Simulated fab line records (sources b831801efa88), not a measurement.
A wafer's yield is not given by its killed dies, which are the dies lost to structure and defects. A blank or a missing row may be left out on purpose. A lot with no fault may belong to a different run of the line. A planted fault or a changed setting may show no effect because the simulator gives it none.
fab line records + flow sky130
[record]
- lots = 13
- wafers = 39
- lastDay = 51
route steps=708 shown LI_CONTACT@386 VIA3@593 METAL4@599 VIA4@651 PAD_OPEN@708
lots that met no fault: from a run of the same line without faults
startH: start of the lot's first displayed wafer, in hours after the record's first day + waitH: hours elapsed since this lot's preceding step + " same as the row above + L1.1+2: a single row standing in for several wafers + - either no value or no given start + * or withheld: withheld + < > ~ a bound
route shown NAME@n: names a module that has steps shown in the file, with the first one's number in the route + usual: mean/standard deviation of fault-free wafers + same: alike in all rows + chamber/n: place in a boat + sites: per-site readings + _std_site: the values' standard deviation + _edge_site: outer sites' mean less inner sites' + radiusMm: how far each site lies from the wafer's centre + mask NAME#n: copy n + behind: the tool/chamber that last shaped the wafer + hold: why the lot was held/for how many hours/how that ended + device: transistor that didn't switch, given as n, p or np + end of line: the tests these same wafers got at the end of their route + where a step has no rows: the recipe by itself + killed: at the first sort, the dies lost to defects and structure; wafer yield is something else + map: the dies of a wafer, with x for killed, . for not killed, _ for no die there
set.NAME: the run value of the setting; set.NAME@STEP: its run value at that earlier step + model.NAME: the simulator's own value behind a step, which no gauge read
the route's steps for a sample of lots (tables are steps, rows are wafers)
services: when a tool's chamber went out of use (startH, in hours from the record's first day, below 0 if earlier), for how many hours, and the reason
[[steps]]
[step SKY_LI_CONTACT_CMP_24]
[recipe]
- stopOn = PSG
- tOverpolishS = 20
- downForcePsi = 3.5
- platenRpm = 60
- targetThkNm = 0
- padVelocityMS = 0.94248
[usual]
- motorCurrentA = 11.0/1.7
- overpolishRunS = 20.001/0.0092
- timeToEndpointS = 98/3.2
| lot.wafer | tool   | chamber | startH | waitH | motorCurrentA | overpolishRunS | timeToEndpointS |
|-----------|--------|---------|--------|-------|---------------|----------------|-----------------|
| L329.4    | cmp-02 | 3       | 705.61 | 0.3   | 9.1           | 20.008         | 97              |
| L329.1    | "      | 0       | "      | "     | 10.1          | 20.013         | 96              |
| L329.2    | "      | 1       | "      | "     | 9.6           | 20.015         | 98              |
| L328.3    | cmp-02 | 2       | 706.16 | 0.5   | 14.3          | 19.988         | 100             |
| L328.1    | "      | 1       | "      | "     | 10.1          | 19.997         | 101             |
| L328.5    | "      | 2       | "      | "     | 13.4          | 19.983         | 100             |
| L333.3    | cmp-02 | 1       | 706.61 | 0.0   | 10.4          | 19.996         | 97              |
| L333.1    | "      | 2       | "      | "     | 14.8          | 20.004         | 99              |
| L333.5    | "      | 2       | "      | "     | 14.5          | 19.985         | 101             |
| L330.2    | cmp-02 | 2       | 707.61 | 0.1   | 13.4          | 19.993         | 97              |
| L330.6    | "      | 1       | "      | "     | 9.6           | 20.007         | 98              |
| L330.5    | "      | 2       | "      | "     | 14.6          | 20.019         | 98              |
| L332.4    | cmp-02 | 1       | 708.11 | 0.1   | 10.1          | 20.005         | 99              |
| L332.5    | "      | 0       | "      | "     | 10.8          | 19.998         | 95              |
| L332.6    | "      | 1       | "      | "     | 10.2          | 19.993         | 99              |
| L334.1    | cmp-02 | 3       | 708.36 | 0.3   | 9.3           | 20.000         | 98              |
| L334.4    | "      | 1       | "      | "     | 10.2          | 20.006         | 98              |
| L334.6    | "      | 0       | "      | "     | 10.4          | 20.007         | 92              |
| L336.4    | cmp-01 | 1       | 741.06 | 0.1   | 10.7          | 19.995         | 96              |
| L336.2    | "      | 2       | "      | "     | 11.8          | 20.010         | 97              |
| L336.3    | "      | 3       | "      | "     | 12.4          | 20.011         | 102             |
| L338.4    | cmp-02 | 3       | 751.91 | 0.1   | 8.9           | 20.002         | 99              |
| L338.6    | "      | 2       | "      | "     | 14.4          | 19.998         | 102             |
| L338.5    | "      | 3       | "      | "     | 9.2           | 20.002         | 97              |
| L340.2    | cmp-01 | 3       | 864.91 | 0.1   | 12.3          | 20.002         | 100             |
| L340.3    | "      | 0       | "      | "     | 10.4          | 19.991         | 99              |
| L340.1    | "      | 1       | "      | "     | 10.8          | 19.997         | 94              |
| L347.2    | cmp-01 | 1       | 866.57 | 0.1   | 10.6          | 20.009         | 92              |
| L347.1    | "      | 3       | "      | "     | 12.1          | 19.995         | 100             |
| L347.6    | "      | 1       | "      | "     | 11.1          | 20.004         | 95              |
| L339.2    | cmp-02 | 0       | 868.15 | 0.0   | 10.1          | 19.999         | 98              |
| L339.4    | "      | 2       | "      | "     | 14.2          | 19.999         | 100             |
| L339.6    | "      | 1       | "      | "     | 9.9           | 20.007         | 102             |
| L351.1    | cmp-01 | 3       | 872.57 | 0.5   | 12.8          | 19.997         | 98              |
| L351.2    | "      | 0       | "      | "     | 10.2          | 20.000         | 102             |
| L351.6    | "      | 2       | "      | "     | 12.3          | 20.008         | 97              |
| L346.3    | cmp-02 | 0       | 874.66 | 0.1   | 10.2          | 19.999         | 96              |
| L346.4    | "      | 1       | "      | "     | 10.1          | 20.015         | 106             |
| L346.5    | "      | 3       | "      | "     | 8.6           | 20.014         | 101             |
[step SKY_VIA3_SPUTTER_20]
[recipe]
- material = TiN
- targetThkNm = 20
- chamberPressurePa = 5
- powerW = 4000
- timeS = 80
[usual]
- throttleValvePct = 30.0/1.2
| lot.wafer | tool          | chamber | startH  | waitH | throttleValvePct |
|-----------|---------------|---------|---------|-------|------------------|
| L329.1    | pvdSputter-04 | -       | 950.24  | 0.0   | 29.1             |
| L329.2    | "             | -       | "       | "     | 32.3             |
| L329.4    | "             | -       | "       | "     | 30.0             |
| L333.1    | pvdSputter-02 | -       | 951.81  | 0.0   | 29.5             |
| L333.3    | "             | -       | "       | "     | 30.6             |
| L333.5    | "             | -       | "       | "     | 31.3             |
| L328.1    | pvdSputter-03 | -       | 951.93  | 0.0   | 27.4             |
| L328.3    | "             | -       | "       | "     | 28.9             |
| L328.5    | "             | -       | "       | "     | 29.2             |
| L332.4    | pvdSputter-04 | -       | 952.72  | 0.0   | 32.0             |
| L332.5    | "             | -       | "       | "     | 32.0             |
| L332.6    | "             | -       | "       | "     | 29.8             |
| L330.2    | pvdSputter-04 | -       | 954.49  | 0.0   | 29.2             |
| L330.5    | "             | -       | "       | "     | 29.7             |
| L330.6    | "             | -       | "       | "     | 32.2             |
| L334.1    | pvdSputter-04 | -       | 954.90  | 0.0   | 29.2             |
| L334.4    | "             | -       | "       | "     | 30.0             |
| L334.6    | "             | -       | "       | "     | 31.9             |
| L336.2    | pvdSputter-02 | -       | 980.88  | 0.0   | 31.5             |
| L336.3    | "             | -       | "       | "     | 28.8             |
| L336.4    | "             | -       | "       | "     | 29.6             |
| L338.4    | pvdSputter-03 | -       | 987.63  | 0.0   | 30.8             |
| L338.5    | "             | -       | "       | "     | 30.9             |
| L338.6    | "             | -       | "       | "     | 29.9             |
| L340.1    | pvdSputter-02 | -       | 1086.89 | 0.0   | 31.6             |
| L340.2    | "             | -       | "       | "     | 29.9             |
| L340.3    | "             | -       | "       | "     | 30.8             |
| L347.1    | pvdSputter-04 | -       | 1090.39 | 0.0   | 29.7             |
| L347.2    | "             | -       | "       | "     | 30.0             |
| L347.6    | "             | -       | "       | "     | 29.6             |
| L339.2    | pvdSputter-03 | -       | 1091.60 | 0.0   | 29.0             |
| L339.4    | "             | -       | "       | "     | 27.5             |
| L339.6    | "             | -       | "       | "     | 29.9             |
| L351.1    | pvdSputter-04 | -       | 1101.08 | 0.0   | 29.3             |
| L351.2    | "             | -       | "       | "     | 29.9             |
| L351.6    | "             | -       | "       | "     | 29.5             |
| L346.3    | pvdSputter-04 | -       | 1102.76 | 0.0   | 31.9             |
| L346.4    | "             | -       | "       | "     | 29.2             |
| L346.5    | "             | -       | "       | "     | 29.9             |
[step SKY_METAL4_SPUTTER_01]
[recipe]
- material = TiN
- targetThkNm = 20
- powerW = 6500
- timeS = 16.7
- chamberPressurePa = 0.4
[usual]
- throttleValvePct = 29.9/1.1
| lot.wafer | tool          | chamber | startH  | waitH | throttleValvePct |
|-----------|---------------|---------|---------|-------|------------------|
| L329.1    | pvdSputter-03 | -       | 950.92  | 0.0   | 30.7             |
| L329.2    | "             | -       | "       | "     | 30.3             |
| L329.4    | "             | -       | "       | "     | 27.5             |
| L333.1    | pvdSputter-04 | -       | 952.50  | 0.0   | 29.9             |
| L333.3    | "             | -       | "       | "     | 29.4             |
| L333.5    | "             | -       | "       | "     | 32.0             |
| L328.1    | pvdSputter-03 | -       | 952.62  | 0.0   | 27.4             |
| L328.3    | "             | -       | "       | "     | 30.2             |
| L328.5    | "             | -       | "       | "     | 30.2             |
| L332.4    | pvdSputter-04 | -       | 953.41  | 0.0   | 30.0             |
| L332.5    | "             | -       | "       | "     | 29.3             |
| L332.6    | "             | -       | "       | "     | 29.9             |
| L330.2    | pvdSputter-01 | -       | 955.18  | 0.0   | 31.0             |
| L330.5    | "             | -       | "       | "     | 30.9             |
| L330.6    | "             | -       | "       | "     | 29.6             |
| L334.1    | pvdSputter-01 | -       | 955.58  | 0.0   | 30.6             |
| L334.4    | "             | -       | "       | "     | 29.5             |
| L334.6    | "             | -       | "       | "     | 30.4             |
| L336.2    | pvdSputter-01 | -       | 981.57  | 0.0   | 31.1             |
| L336.3    | "             | -       | "       | "     | 30.5             |
| L336.4    | "             | -       | "       | "     | 29.1             |
| L338.4    | pvdSputter-01 | -       | 988.32  | 0.0   | 29.0             |
| L338.5    | "             | -       | "       | "     | 29.7             |
| L338.6    | "             | -       | "       | "     | 30.9             |
| L340.1    | pvdSputter-01 | -       | 1087.70 | 0.0   | 29.4             |
| L340.2    | "             | -       | "       | "     | 30.8             |
| L340.3    | "             | -       | "       | "     | 29.1             |
| L347.1    | pvdSputter-01 | -       | 1091.07 | 0.0   | 31.1             |
| L347.2    | "             | -       | "       | "     | 29.1             |
| L347.6    | "             | -       | "       | "     | 29.6             |
| L339.2    | pvdSputter-04 | -       | 1092.41 | 0.0   | 29.7             |
| L339.4    | "             | -       | "       | "     | 30.1             |
| L339.6    | "             | -       | "       | "     | 32.1             |
| L351.1    | pvdSputter-04 | -       | 1101.77 | 0.0   | 30.0             |
| L351.2    | "             | -       | "       | "     | 29.8             |
| L351.6    | "             | -       | "       | "     | 31.7             |
| L346.3    | pvdSputter-01 | -       | 1103.57 | 0.0   | 29.7             |
| L346.4    | "             | -       | "       | "     | 30.5             |
| L346.5    | "             | -       | "       | "     | 29.6             |
[step SKY_VIA4_ETCH_12]
[recipe]
- target = SiO2
- chemistry = C4F8/O2/Ar
- stopOn = TiN
- maskMaterial = NOVOLAK
- sourceW = 1500
- biasW = 1200
- pressureMtorr = 40
- c4f8FlowSccm = withheld
- O2_flow_sccm = 6
- Ar_flow_sccm = 300
- timeS = withheld
- targetDepthA = 5800
[usual]
- chamberPressureMTorr = 40.00/0.039
- oesProductAu = 0.926/0.0048
| lot.wafer | tool       | chamber | startH  | waitH | chamberPressureMTorr | oesProductAu |
|-----------|------------|---------|---------|-------|----------------------|--------------|
| L329.1    | rieDiel-04 | 1       | 1024.67 | 0.0   | 40.02                | 0.920        |
| L329.2    | "          | 0       | "       | "     | 40.04                | 0.930        |
| L329.4    | "          | 3       | "       | "     | 40.03                | 0.930        |
| L333.1    | rieDiel-03 | 2       | 1026.12 | 0.0   | 39.99                | 0.928        |
| L333.3    | "          | 3       | "       | "     | 39.97                | 0.923        |
| L333.5    | "          | 2       | "       | "     | 40.03                | 0.923        |
| L328.1    | rieDiel-04 | 2       | 1026.42 | 0.0   | 39.94                | 0.930        |
| L328.3    | "          | 0       | "       | "     | 40.00                | 0.923        |
| L328.5    | "          | 3       | "       | "     | 40.01                | 0.915        |
| L332.4    | rieDiel-04 | 3       | 1027.22 | 0.0   | 40.01                | 0.920        |
| L332.5    | "          | 1       | "       | "     | 40.00                | 0.940        |
| L332.6    | "          | 0       | "       | "     | 40.00                | 0.926        |
| L330.2    | rieDiel-04 | 0       | 1028.88 | 0.0   | 40.06                | 0.923        |
| L330.5    | "          | 1       | "       | "     | 39.99                | 0.936        |
| L330.6    | "          | 2       | "       | "     | 40.03                | 0.932        |
| L334.1    | rieDiel-01 | 1       | 1029.17 | 0.0   | 40.02                | 0.927        |
| L334.4    | "          | 3       | "       | "     | 39.92                | 0.932        |
| L334.6    | "          | 1       | "       | "     | 39.94                | 0.930        |
| L336.2    | rieDiel-04 | 3       | 1052.82 | 0.0   | 40.00                | 0.933        |
| L336.3    | "          | 1       | "       | "     | 39.94                | 0.926        |
| L336.4    | "          | 2       | "       | "     | 40.09                | 0.923        |
| L338.4    | rieDiel-01 | 1       | 1057.52 | 0.0   | 40.04                | 0.935        |
| L338.5    | "          | 1       | "       | "     | 39.98                | 0.923        |
| L338.6    | "          | 0       | "       | "     | 39.97                | 0.922        |
| L340.1    | rieDiel-04 | 0       | 1150.28 | 0.0   | 40.02                | 0.924        |
| L340.2    | "          | 1       | "       | "     | 40.02                | 0.923        |
| L340.3    | "          | 2       | "       | "     | 39.98                | 0.927        |
| L347.1    | rieDiel-03 | 3       | 1151.47 | 0.0   | 39.97                | 0.931        |
| L347.2    | "          | 1       | "       | "     | 39.98                | 0.927        |
| L347.6    | "          | 1       | "       | "     | 40.02                | 0.924        |
| L339.2    | rieDiel-01 | 2       | 1151.57 | 0.0   | 39.99                | 0.917        |
| L339.4    | "          | 0       | "       | "     | 40.01                | 0.924        |
| L339.6    | "          | 3       | "       | "     | 39.99                | 0.927        |
| L351.1    | rieDiel-01 | 1       | 1160.97 | 0.0   | 39.93                | 0.922        |
| L351.2    | "          | 3       | "       | "     | 40.02                | 0.929        |
| L351.6    | "          | 0       | "       | "     | 39.98                | 0.926        |
| L346.3    | rieDiel-03 | 0       | 1162.77 | 0.0   | 39.95                | 0.922        |
| L346.4    | "          | 1       | "       | "     | 39.94                | 0.930        |
| L346.5    | "          | 2       | "       | "     | 39.98                | 0.931        |
[step SKY_PAD_OPEN_PROBE_99]
[usual]
- killed_at_M0_to_M3 = 42/7.3
- killed_at_M4_up = 3.4/2
- killedAtContacts = 24/5.6
- killedAtFrontEnd = 16/4.5
- killedAtOther = 0.2/0.51
- killedDies = 86/9.8
- killedOnRim = 17/3.8
- killedOpen = 46/7
- killedShort = 40/6.7
[same]
- grossDies = 492
- killedAtBackSide = 0
| lot.wafer | tool      | chamber | startH  | waitH | killed_at_M0_to_M3 | killed_at_M4_up | killedAtContacts | killedAtFrontEnd | killedAtOther | killedDies | killedOnRim | killedOpen | killedShort |
|-----------|-----------|---------|---------|-------|--------------------|-----------------|------------------|------------------|---------------|------------|-------------|------------|-------------|
| L333.1    | prober-02 | -       | 1102.95 | 0.1   | 46                 | 2               | 25               | 22               | 0             | 95         | 21          | 50         | 45          |
| L333.3    | prober-02 | -       | 1103.05 | 0.2   | 37                 | 8               | 16               | 16               | 1             | 78         | 18          | 39         | 37          |
| L333.5    | prober-02 | -       | 1103.15 | 0.2   | 31                 | 3               | 34               | 16               | 1             | 85         | 15          | 48         | 37          |
| L336.2    | prober-01 | -       | 1125.08 | 0.1   | 45                 | 3               | 25               | 21               | 1             | 95         | 19          | 54         | 41          |
| L336.3    | prober-01 | -       | 1125.13 | 0.2   | 45                 | 3               | 23               | 10               | 1             | 82         | 22          | 49         | 33          |
| L336.4    | prober-01 | -       | 1125.18 | 0.2   | 39                 | 5               | 17               | 16               | 0             | 77         | 13          | 44         | 33          |
| L339.2    | prober-01 | -       | 1213.06 | 0.1   | 19                 | 4               | 297              | 11               | 1             | 332        | 65          | 30         | 20          |
| L339.4    | prober-01 | -       | 1213.16 | 0.2   | 47                 | 7               | 28               | 9                | 0             | 91         | 22          | 46         | 44          |
| L339.6    | prober-01 | -       | 1213.26 | 0.2   | 48                 | 5               | 25               | 14               | 0             | 92         | 18          | 46         | 46          |
| L346.3    | prober-02 | -       | 1222.03 | 0.2   | 22                 | 3               | 283              | 14               | 0             | 322        | 63          | 33         | 34          |
| L346.4    | prober-02 | -       | 1222.08 | 0.2   | 29                 | 3               | 19               | 17               | 0             | 68         | 10          | 21         | 47          |
| L346.5    | prober-02 | -       | 1222.13 | 0.2   | 41                 | 3               | 19               | 9                | 0             | 72         | 17          | 40         | 32          |
// killed by level:class
L333.1 VIA1:geometricParticle:open=11 VIA2:geometricParticle:open=10 POLY_GATE:geometricParticle:open=7 CONTACT:geometricParticle:open=7 FIELD_ISO:geometricParticle:short=6 LI_CONTACT:geometricParticle:open=6 LOCAL_INTERCONNECT:geometricParticle:short=5 METAL1:geometricParticle:short=5
L333.3 VIA2:geometricParticle:open=9 METAL4:geometricParticle:short=6 CONTACT:geometricParticle:open=5 VIA1:geometricParticle:open=5 POLY_GATE:geometricParticle:short=4 LI_CONTACT:geometricParticle:open=4 LOCAL_INTERCONNECT:geometricParticle:short=4 METAL1:geometricParticle:short=4
L333.5 CONTACT:geometricParticle:open=17 LOCAL_INTERCONNECT:geometricParticle:short=7 VIA3:geometricParticle:open=7 METAL2:geometricParticle:short=5 VIA2:geometricParticle:open=4 FIELD_ISO:geometricParticle:open=4 POLY_GATE:geometricParticle:open=4 VIA1:geometricParticle:open=4
L336.2 LI_CONTACT:geometricParticle:open=10 VIA2:geometricParticle:open=8 LOCAL_INTERCONNECT:geometricParticle:short=7 FIELD_ISO:geometricParticle:open=6 POLY_GATE:geometricParticle:open=6 CONTACT:geometricParticle:open=6 VIA1:geometricParticle:open=6 VIA3:geometricParticle:open=6
L336.3 VIA2:geometricParticle:open=12 CONTACT:geometricParticle:open=7 VIA1:geometricParticle:open=7 VIA3:geometricParticle:open=7 LI_CONTACT:geometricParticle:open=5 METAL1:geometricParticle:short=5 LI_CONTACT:geometricParticle:short=4 LOCAL_INTERCONNECT:geometricParticle:short=4
L336.4 CONTACT:geometricParticle:open=9 FIELD_ISO:geometricParticle:open=7 VIA2:geometricParticle:open=7 METAL2:geometricParticle:short=7 VIA3:geometricParticle:open=6 VIA1:geometricParticle:short=5 POLY_GATE:geometricParticle:open=4 VIA1:geometricParticle:open=4
L339.2 LI_CONTACT:unspecified=282 CONTACT:geometricParticle:open=7 VIA1:geometricParticle:open=7 LI_CONTACT:geometricParticle:open=5 POLY_GATE:geometricParticle:short=4 VIA2:geometricParticle:open=4 FIELD_ISO:geometricParticle:short=3 POLY_GATE:geometricParticle:open=3
L339.4 VIA1:geometricParticle:open=11 VIA3:geometricParticle:open=9 LI_CONTACT:geometricParticle:open=7 VIA2:geometricParticle:open=7 LOCAL_INTERCONNECT:geometricParticle:short=6 LI_CONTACT:geometricParticle:short=5 CONTACT:geometricParticle:short=5 CONTACT:geometricParticle:open=4
L339.6 CONTACT:geometricParticle:open=11 VIA2:geometricParticle:open=10 LI_CONTACT:geometricParticle:open=8 VIA1:geometricParticle:short=6 VIA1:geometricParticle:open=6 METAL2:geometricParticle:short=6 VIA3:geometricParticle:short=6 METAL1:geometricParticle:short=5
L346.3 LI_CONTACT:unspecified=255 LI_CONTACT:geometricParticle:open=10 POLY_GATE:geometricParticle:short=5 CONTACT:geometricParticle:short=5 VIA3:geometricParticle:open=4 LOCAL_INTERCONNECT:geometricParticle:short=4 CONTACT:geometricParticle:open=4 FIELD_ISO:geometricParticle:short=3
L346.4 LOCAL_INTERCONNECT:geometricParticle:short=6 METAL2:geometricParticle:short=6 FIELD_ISO:geometricParticle:short=5 CONTACT:geometricParticle:short=5 POLY_GATE:geometricParticle:short=4 LI_CONTACT:geometricParticle:open=4 METAL3:geometricParticle:short=4 METAL1:geometricParticle:short=3
L346.5 METAL2:geometricParticle:short=8 VIA1:geometricParticle:open=7 LI_CONTACT:geometricParticle:open=7 VIA1:geometricParticle:short=7 FIELD_ISO:geometricParticle:open=6 VIA2:geometricParticle:open=5 CONTACT:geometricParticle:open=4 CONTACT:geometricParticle:short=4
[[services]]
| tool          | chamber | startH  | hours | kind   |
|---------------|---------|---------|-------|--------|
| cmp-01        | -       | 703.69  | 6.4   | pm     |
| rieDiel-04    | 1       | 714.16  | 3.1   | repair |
| rieDiel-04    | 1       | 721.78  | 9.3   | repair |
| cmp-02        | -       | 744.00  | 4.0   | pm     |
| cmp-02        | -       | 777.92  | 2.1   | repair |
| pvdSputter-03 | -       | 783.19  | 2.1   | repair |
| cmp-02        | -       | 807.99  | 0.5   | repair |
| cmp-02        | -       | 868.85  | 5.1   | repair |
| rieDiel-04    | 1       | 926.97  | 3.1   | repair |
| rieDiel-04    | 0       | 935.76  | 7.4   | repair |
| rieDiel-04    | 2       | 936.33  | 6.2   | repair |
| cmp-02        | -       | 943.92  | 3.6   | pm     |
| rieDiel-04    | 3       | 952.28  | 4.5   | repair |
| rieDiel-04    | 0       | 954.12  | 18.0  | repair |
| pvdSputter-04 | -       | 992.80  | 5.1   | repair |
| pvdSputter-01 | -       | 1009.04 | 2.4   | repair |
| rieDiel-04    | -       | 1059.80 | 1.0   | repair |
| rieDiel-04    | -       | 1081.89 | 0.8   | repair |
| cmp-02        | -       | 1084.00 | 4.0   | pm     |
| pvdSputter-04 | -       | 1095.88 | 0.7   | repair |
| rieDiel-04    | -       | 1106.78 | 0.3   | repair |
| cmp-02        | -       | 1109.85 | 4.8   | pm     |
| pvdSputter-03 | -       | 1136.94 | 1.0   | repair |
| pvdSputter-03 | -       | 1138.38 | 6.3   | repair |
[[key]]
[firstSign]
- step = SKY_PAD_OPEN_PROBE_99
- reading = killedAtContacts
- direction = up
- sigmas = 48
- usual = 24
- struck = 290
[effect]
- step = SKY_PAD_OPEN_PROBE_99
- reading = killedDies
- direction = up
- sigmas = 25
- usual = 86
- struck = 327
metAt SKY_LI_CONTACT_CMP_24
struckLots L339,L346
struckWafers L339.2,L346.3
testerLeftOut L339,L346
notActingAt SKY_VIA3_SPUTTER_20,SKY_METAL4_SPUTTER_01,SKY_VIA4_ETCH_12
onsetBetween 708.36 868.15
[fault]
- kind = chamberParticleSource
- tool = cmp-02
- chamber = 0
- onsetH = 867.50
- steps = SKY_LI_CONTACT_CMP_24
- ratePerVisitCm2 = 1.8564
- endH = 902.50
// testerLeftOut: of these lots the tester's yield and bins aren't shown, on N5 and GAA mostly nor the transistor test; their killed dies are dies lost to structure and defects alone, not to doping, threshold or leakage, so they don't give the yield
